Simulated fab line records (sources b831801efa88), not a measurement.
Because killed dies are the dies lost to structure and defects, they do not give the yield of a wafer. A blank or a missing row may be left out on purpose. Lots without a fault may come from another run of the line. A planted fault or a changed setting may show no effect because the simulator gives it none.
Matching of chambers -- flow gf180mcu -- GF_V3_CVD_02 on pecvd-04 has 3 sister chambers
The step deposits SiO2 from TEOS, target thk 850 nm, time 94.851 s. 3 wafers are shown with their chamber, then 8 later ones without.

WAFERS, EACH WITH ITS CHAMBER
wafer,chamber,heater power w (W)
L089.3,0,649
L089.4,2,826
L090.3,1,676

WAFERS MISSING THEIR CHAMBER
wafer,heater power w (W)
L090.4,707
L090.5,952
L091.1,689
L091.2,974
L091.4,703
L097.1,573
L097.3,870
L097.4,947

CHAMBER TAKEN BY EACH
wafer,from the rows above,in truth
L090.4,can't be placed: 1 or 0 or 2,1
L090.5,can't be placed: 2 or 1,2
L091.1,can't be placed: 1 or 0 or 2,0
L091.2,can't be placed: 2 or 1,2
L091.4,can't be placed: 1 or 0 or 2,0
L097.1,can't be placed: 0 or 1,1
L097.3,can't be placed: 2 or 1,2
L097.4,can't be placed: 2 or 1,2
0 of 8 placed correctly. Not placeable from these rows: 8 (in 8, the candidates include the true chamber). Wrongly placed: 0.
How it was worked out, from the rows above alone: a wafer's distance from a chamber is the root of the sum, over the readings, of the square of ((its reading less the chamber's mean) divided by the reading's scatter). If the next closest chamber is less than 2 further off than the closest, the wafer can't be placed; otherwise it belongs to the closest. Each chamber's mean is taken over the wafers shown for it. The scatter: root of mean squared gap, hidden wafer to nearest shown wafer, with one shown wafer a chamber.
